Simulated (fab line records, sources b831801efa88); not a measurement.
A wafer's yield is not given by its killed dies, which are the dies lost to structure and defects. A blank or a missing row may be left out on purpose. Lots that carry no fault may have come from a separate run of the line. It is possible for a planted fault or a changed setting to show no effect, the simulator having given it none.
Which of the tools did it? + flow gf180mcu + Sampling: 11 lots, 33 wafers, 6 of 602 route steps

== WHAT THE GAUGES READ, wafer by wafer ==
GF_VT_IMPLANT_OVL_MEAS_07. Usual: VT_IMPLANT_OVL gives -0.1 nm (standard deviation 1.5).
| lot  | measured     | on         | VT_IMPLANT_OVL (nm) | flag |
|------|--------------|------------|---------------------|------|
| L855 | day 5 13:44  | overlay-02 | -1.3 -2.7 -1.7      |      |
| L856 | day 5 20:12  | overlay-01 | -0.3 -1.4 -1.2      |      |
| L859 | day 6 14:58  | overlay-02 | -0.7 0.7 0.1        |      |
| L860 | day 6 19:22  | overlay-02 | -0.7 -1.6 -1.2      |      |
| L862 | day 7 10:33  | overlay-02 | - - -               | OFF  |
| L870 | day 9 11:25  | overlay-02 | -1.8 -2.0 -2.1      |      |
| L873 | day 10 05:16 | overlay-01 | 1.0 0.5 1.8         |      |
| L874 | day 10 11:19 | overlay-02 | -2.3 -2.2 -2.0      |      |
| L875 | day 10 17:37 | overlay-01 | 0.6 1.8 0.0         |      |
| L876 | day 10 22:16 | overlay-01 | 0.3 1.5 1.7         |      |
| L878 | day 11 10:59 | overlay-01 | 1.4 0.9 0.4         |      |

GF_VT_IMPLANT_TW_MEAS_10. Usual: VT_IMPLANT_TW gives 560 (standard deviation 6.1).
| lot  | measured     | on            | VT_IMPLANT_TW | flag |
|------|--------------|---------------|---------------|------|
| L855 | day 5 14:02  | film-metro-01 | 558 551 554   |      |
| L856 | day 5 20:30  | film-metro-03 | 557 553 556   |      |
| L859 | day 6 15:16  | film-metro-03 | 562 559 561   |      |
| L860 | day 6 19:40  | film-metro-03 | 560 559 560   |      |
| L862 | day 7 10:50  | film-metro-04 | 30 30 30      | OFF  |
| L870 | day 9 11:42  | film-metro-04 | 565 564 565   |      |
| L873 | day 10 05:33 | film-metro-03 | 558 555 556   |      |
| L874 | day 10 11:35 | film-metro-03 | 559 555 557   |      |
| L875 | day 10 17:54 | film-metro-01 | 552 551 546   |      |
| L876 | day 10 22:33 | film-metro-04 | 562 566 563   |      |
| L878 | day 11 11:16 | film-metro-03 | 555 554 558   |      |

== EACH LOT AND THE TOOL THAT RAN IT (in order: tool; ch and the chambers of the sampled wafers; start) ==
| lot  | GF_STI_ETCH_13                    | GF_STI_ETCH_14                  | GF_DNWELL_STRIP_08                  | GF_VT_IMPLANT_EXPOSE_04             |
|------|-----------------------------------|---------------------------------|-------------------------------------|-------------------------------------|
| L855 | rie-diel-01 ch 1,2, day 2 01:17   | rie-si-02 ch 0,3, day 2 01:22   | plasma-asher-03 ch 0,1, day 2 18:40 | iline-stepper-01 ch 0, day 5 06:57  |
| L856 | rie-diel-04 ch 2,3, day 2 06:06   | rie-si-01 ch 2,3, day 2 06:11   | plasma-asher-02 ch 0,1, day 2 23:16 | iline-stepper-01 ch 0, day 5 12:17  |
| L859 | rie-diel-01 ch 1,2,3, day 2 22:12 | rie-si-01 ch 2,3, day 2 22:17   | plasma-asher-03 ch 0,1, day 3 16:26 | iline-stepper-01 ch 0, day 6 08:13  |
| L860 | rie-diel-03 ch 2,3, day 3 02:35   | rie-si-02 ch 0,1,2, day 3 02:40 | plasma-asher-03 ch 0,1, day 3 21:07 | iline-stepper-01 ch 0, day 6 12:23  |
| L862 | rie-diel-03 ch 0,2,3, day 3 13:53 | rie-si-01 ch 0,1,3, day 3 13:58 | plasma-asher-02 ch 0,1, day 4 07:20 | iline-stepper-01 ch 0, day 7 03:05  |
| L870 | rie-diel-03 ch 0,1,3, day 5 07:29 | rie-si-02 ch 1,2,3, day 5 07:34 | plasma-asher-01 ch 0,1, day 6 03:05 | iline-stepper-01 ch 0, day 9 04:17  |
| L873 | rie-diel-01 ch 0,2, day 5 23:18   | rie-si-02 ch 1,2, day 5 23:23   | plasma-asher-02 ch 0,1, day 6 19:05 | iline-stepper-02 ch 0, day 9 20:50  |
| L874 | rie-diel-04 ch 1,3, day 6 03:47   | rie-si-02 ch 0,1, day 6 03:52   | plasma-asher-02 ch 0,1, day 6 23:29 | iline-stepper-01 ch 0, day 10 03:02 |
| L875 | rie-diel-04 ch 2,3, day 6 09:33   | rie-si-02 ch 0,2, day 6 09:38   | plasma-asher-01 ch 1, day 7 06:26   | iline-stepper-02 ch 0, day 10 09:57 |
| L876 | rie-diel-01 ch 1,2, day 6 13:14   | rie-si-02 ch 1,3, day 6 13:19   | plasma-asher-03 ch 0,1, day 7 10:05 | iline-stepper-01 ch 0, day 10 13:03 |
| L878 | rie-diel-04 ch 0,1,3, day 6 23:47 | rie-si-01 ch 0,1,2, day 6 23:51 | plasma-asher-01 ch 0,1, day 7 20:20 | iline-stepper-02 ch 0, day 11 01:51 |
- GF_STI_ETCH_13: etches the open film in CHF3/O2, stops on Si, target depth 282.31 nm, time 112.9 s.
- GF_STI_ETCH_14: etches Si in HBr/Cl2/O2, target depth 360 nm, time 102.9 s.
- GF_DNWELL_STRIP_08: strips in O2/N2.
- GF_VT_IMPLANT_EXPOSE_04: exposes mask LVPWELL LV AREA, target cd 600 nm.

== AS READ BY THE TOOLS THEMSELVES (means over the sampled wafers that have a number; for cases with no such wafer, the mark the record gives instead) ==
GF_STI_ETCH_13. Usual: drypump-motor-current-A 5.8 A, standard deviation 0.4; oes-product-au 0.833 a.u., standard deviation 0.0057; throttle-valve-pct 8.811 %, standard deviation 0.0097.
| lot  | tool        | drypump-motor-current-A (A) | oes-product-au (a.u.) | throttle-valve-pct (%) | flag |
|------|-------------|-----------------------------|-----------------------|------------------------|------|
| L855 | rie-diel-01 | 5.7                         | 0.836                 | 8.820                  |      |
| L856 | rie-diel-04 | 6.2                         | 0.836                 | 8.818                  |      |
| L859 | rie-diel-01 | 5.6                         | 0.839                 | 8.820                  |      |
| L860 | rie-diel-03 | 5.7                         | 0.832                 | 8.816                  |      |
| L862 | rie-diel-03 | 5.7                         | 0.833                 | 8.813                  |      |
| L870 | rie-diel-03 | 5.6                         | 0.829                 | 8.814                  |      |
| L873 | rie-diel-01 | 6.0                         | 0.833                 | 8.807                  |      |
| L874 | rie-diel-04 | 6.3                         | 0.836                 | 8.809                  |      |
| L875 | rie-diel-04 | 6.2                         | 0.830                 | 8.807                  |      |
| L876 | rie-diel-01 | 5.8                         | 0.838                 | 8.803                  |      |
| L878 | rie-diel-04 | 5.9                         | 0.839                 | 8.811                  |      |

GF_STI_ETCH_14. Usual: drypump-motor-current-A 5.5 A, standard deviation 0.48; oes-product-au 1.001 a.u., standard deviation 0.0082; throttle-valve-pct 25.657 %, standard deviation 0.0094.
| lot  | tool      | drypump-motor-current-A (A) | oes-product-au (a.u.) | throttle-valve-pct (%) | flag |
|------|-----------|-----------------------------|-----------------------|------------------------|------|
| L855 | rie-si-02 | 5.9                         | 1.002                 | 25.653                 |      |
| L856 | rie-si-01 | 6.0                         | 1.001                 | 25.658                 |      |
| L859 | rie-si-01 | 5.5                         | 0.993                 | 25.657                 |      |
| L860 | rie-si-02 | 5.5                         | 1.001                 | 25.657                 |      |
| L862 | rie-si-01 | 5.5                         | 1.005                 | 25.659                 |      |
| L870 | rie-si-02 | 5.5                         | 0.997                 | 25.659                 |      |
| L873 | rie-si-02 | 5.3                         | 1.011                 | 25.659                 |      |
| L874 | rie-si-02 | 5.6                         | 1.003                 | 25.661                 |      |
| L875 | rie-si-02 | 5.7                         | 1.005                 | 25.655                 |      |
| L876 | rie-si-02 | 5.5                         | 0.999                 | 25.653                 |      |
| L878 | rie-si-01 | 5.0                         | 1.000                 | 25.662                 |      |

GF_DNWELL_STRIP_08. Usual: drypump-motor-current-A 5.8 A, standard deviation 0.32; heater-power-w 344 W, standard deviation 14; oes-product-au 0.723 a.u., standard deviation 0.004; platen-temp-c 250.00 C, standard deviation 0.17; strip-time-to-endpoint-s 36.91 s, standard deviation 0.099.
| lot  | tool            | drypump-motor-current-A (A) | heater-power-w (W) | oes-product-au (a.u.) | platen-temp-c (C) | strip-time-to-endpoint-s (s) | flag |
|------|-----------------|-----------------------------|--------------------|-----------------------|-------------------|------------------------------|------|
| L855 | plasma-asher-03 | 5.8                         | 351                | 0.721                 | 250.03            | 36.88                        |      |
| L856 | plasma-asher-02 | 5.8                         | 353                | 0.727                 | 250.07            | 36.88                        |      |
| L859 | plasma-asher-03 | 5.8                         | 352                | 0.720                 | 250.07            | 36.82                        |      |
| L860 | plasma-asher-03 | 5.8                         | 362                | 0.722                 | 249.98            | 36.94                        |      |
| L862 | plasma-asher-02 | 5.8                         | 350                | 0.725                 | 249.96            | 37.05                        |      |
| L870 | plasma-asher-01 | 5.8                         | 333                | 0.719                 | 249.85            | 36.90                        |      |
| L873 | plasma-asher-02 | 5.8                         | 349                | 0.723                 | 249.98            | 36.93                        |      |
| L874 | plasma-asher-02 | 6.0                         | 351                | 0.720                 | 249.85            | 36.96                        |      |
| L875 | plasma-asher-01 | 6.1                         | 339                | 0.722                 | 250.09            | 36.85                        |      |
| L876 | plasma-asher-03 | 5.8                         | 349                | 0.723                 | 250.01            | 36.86                        |      |
| L878 | plasma-asher-01 | 5.6                         | 325                | 0.724                 | 250.04            | 36.86                        |      |

GF_VT_IMPLANT_EXPOSE_04. Usual: 23.00 C for reticle-temp-C, sd 0.1.
| lot  | tool             | reticle-temp-C (C) | flag |
|------|------------------|--------------------|------|
| L855 | iline-stepper-01 | 23.09              |      |
| L856 | iline-stepper-01 | 23.10              |      |
| L859 | iline-stepper-01 | 23.08              |      |
| L860 | iline-stepper-01 | 23.00              |      |
| L862 | iline-stepper-01 | 22.89              |      |
| L870 | iline-stepper-01 | 22.92              |      |
| L873 | iline-stepper-02 | 22.96              |      |
| L874 | iline-stepper-01 | 22.95              |      |
| L875 | iline-stepper-02 | 23.09              |      |
| L876 | iline-stepper-01 | 23.06              |      |
| L878 | iline-stepper-02 | 22.98              |      |

== THE ANSWER, worked out from the rows above alone ==
Rule: lot off if the mean of its wafers having a number is beyond 3 standard deviations from the usual mean. A lot without any number at a reading at which 4 lots or more have one is off too. All remaining lots with rows at the step are treated as sound. After the gauges, taken in route order, come the tools' own readings; for these a lot's mean is taken, as printed above. At the first step where some lot is off, the reading lying furthest off is the one used; lots without a number count as furthest.
Off: L862, seen at GF_VT_IMPLANT_OVL_MEAS_07 (VT_IMPLANT_OVL). Without a number there: L862.
If a tool, at a process step before that reading, ran all the lots that are off and no sound lot after the first of them, it fits. Not tried: the gauges at GF_VT_IMPLANT_OVL_MEAS_07; whatever is off there is also off at GF_VT_IMPLANT_TW_MEAS_10, on other tools, and gauge error can't account for it. Not one of the candidates tried fits.

== WHAT THE SIMULATOR HAD INSERTED ==
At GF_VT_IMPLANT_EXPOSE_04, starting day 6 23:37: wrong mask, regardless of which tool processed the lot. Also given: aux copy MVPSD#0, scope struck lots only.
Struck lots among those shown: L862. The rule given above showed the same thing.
